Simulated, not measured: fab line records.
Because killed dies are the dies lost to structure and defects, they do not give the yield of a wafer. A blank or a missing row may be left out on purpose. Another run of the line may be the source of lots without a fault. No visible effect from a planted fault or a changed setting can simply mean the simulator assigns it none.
Which of the tools did it? | flow gf180mcu | Sampling: 24 lots, 72 wafers, 2 of 602 route steps

## WHAT THE GAUGES SHOWED, per wafer
GF_MIM_RS_MEAS_10: the measuring method here is four-point-probe.
lot  | measured     | on           | MIM_ALCU_RS (ohm/sq)
L074 | day 24 10:55 | filmMetro-02 | 0.1608 0.1595 0.1598
L075 | day 24 18:46 | filmMetro-02 | 0.1627 0.1628 0.1626
L076 | day 25 05:58 | filmMetro-01 | 0.1609 0.1618 0.1598
L077 | day 25 08:25 | filmMetro-02 | 0.1580 0.1580 0.1590
L078 | day 26 00:49 | filmMetro-01 | 0.1593 0.1616 0.1602
L079 | day 26 06:07 | filmMetro-02 | 0.1615 0.1603 0.1623
L080 | day 26 14:47 | filmMetro-01 | 0.1577 0.1578 0.1589
L081 | day 26 18:40 | filmMetro-01 | 0.1611 0.1593 0.1600
L082 | day 27 04:26 | filmMetro-01 | 0.1604 0.1612 0.1607
L083 | day 27 13:15 | filmMetro-02 | 0.1598 0.1601 0.1596
L084 | day 27 21:29 | filmMetro-04 | 0.1622 0.1616 0.1606
L085 | day 28 05:41 | filmMetro-01 | 0.1582 0.1595 0.1567
L086 | day 28 13:55 | filmMetro-01 | 0.1622 0.1635 0.1598
L087 | day 28 19:23 | filmMetro-02 | 0.1568 0.1573 0.1577
L088 | day 29 00:40 | filmMetro-02 | 0.1657 0.1624 0.1669
L089 | day 29 10:10 | filmMetro-02 | 0.1569 0.1572 0.1576
L090 | day 29 16:17 | filmMetro-01 | 0.1592 0.1594 0.1599
L091 | day 29 19:13 | filmMetro-02 | 0.1603 0.1624 0.1604
L092 | day 30 02:10 | filmMetro-04 | 0.1651 0.1615 0.1620
L093 | day 30 07:14 | filmMetro-04 | 0.1587 0.1585 0.1607
L094 | day 30 15:20 | filmMetro-04 | 0.1601 0.1592 0.1607
L095 | day 30 19:43 | filmMetro-02 | 0.1575 0.1593 0.1563
L096 | day 31 03:11 | filmMetro-04 | 0.1589 0.1614 0.1592
L097 | day 31 07:32 | filmMetro-02 | 0.1552 0.1564 0.1566

## TOOL THAT RAN EACH LOT (tool first, then ch and the chambers of the sampled wafers, then the start)
lot  | GF_MIM_SPUTTER_08
L074 | pvdSputter-02, day 24 10:52
L075 | pvdSputter-01, day 24 18:41
L076 | pvdSputter-03, day 25 05:52
L077 | pvdSputter-01, day 25 08:21
L078 | pvdSputter-02, day 26 00:44
L079 | pvdSputter-01, day 26 06:01
L080 | pvdSputter-01, day 26 14:43
L081 | pvdSputter-02, day 26 18:37
L082 | pvdSputter-03, day 27 04:22
L083 | pvdSputter-02, day 27 13:10
L084 | pvdSputter-03, day 27 21:24
L085 | pvdSputter-02, day 28 05:37
L086 | pvdSputter-03, day 28 13:52
L087 | pvdSputter-01, day 28 19:20
L088 | pvdSputter-03, day 29 00:36
L089 | pvdSputter-01, day 29 10:06
L090 | pvdSputter-01, day 29 16:13
L091 | pvdSputter-03, day 29 19:08
L092 | pvdSputter-03, day 30 02:07
L093 | pvdSputter-01, day 30 07:11
L094 | pvdSputter-02, day 30 15:15
L095 | pvdSputter-01, day 30 19:38
L096 | pvdSputter-02, day 31 03:07
L097 | pvdSputter-01, day 31 07:25
- GF_MIM_SPUTTER_08: material AlCu, target thk 200 nm, time 10.6 s.

## WHAT THE TOOLS THEMSELVES READ (means of the sampled wafers that have a number; where no wafer has one, the mark that the record gives instead)
GF_MIM_SPUTTER_08.
lot  | tool          | throttleValvePct (%)
L074 | pvdSputter-02 | 30.2
L075 | pvdSputter-01 | 29.9
L076 | pvdSputter-03 | 30.2
L077 | pvdSputter-01 | 29.2
L078 | pvdSputter-02 | 30.0
L079 | pvdSputter-01 | 29.1
L080 | pvdSputter-01 | 31.0
L081 | pvdSputter-02 | 30.5
L082 | pvdSputter-03 | 30.1
L083 | pvdSputter-02 | 30.2
L084 | pvdSputter-03 | 30.3
L085 | pvdSputter-02 | 30.1
L086 | pvdSputter-03 | 30.0
L087 | pvdSputter-01 | 28.9
L088 | pvdSputter-03 | 28.4
L089 | pvdSputter-01 | 30.3
L090 | pvdSputter-01 | 28.9
L091 | pvdSputter-03 | 30.0
L092 | pvdSputter-03 | 30.1
L093 | pvdSputter-01 | 28.9
L094 | pvdSputter-02 | 29.9
L095 | pvdSputter-01 | 28.9
L096 | pvdSputter-02 | 30.1
L097 | pvdSputter-01 | 29.8

## THE ANSWER, worked out from the rows above alone
Rule: usual is defined by the lots themselves. The widest of any qualifying gaps counts: lots, ordered by their means at a reading, are off when they make up no more than a third of the lots, leave a main group of 4 or more, and stand apart from it by 3 or more times the standard deviation of that group's means. A main group whose means are all the same, to the digits that the tables above print for the reading, isn't used. A lot without any number at a reading at which 4 lots or more have one is off too. All remaining lots with rows at the step are treated as sound. Order of review: gauges by route order, followed by the tools' own readings, for which a lot's mean as printed above is used. At the first step where some lot is off, the reading lying furthest off is the one used; lots without a number count as furthest.
Across all readings shown, no lot is off: no conclusion can be drawn from this.

## WHAT HAD BEEN PUT IN BY THE SIMULATOR
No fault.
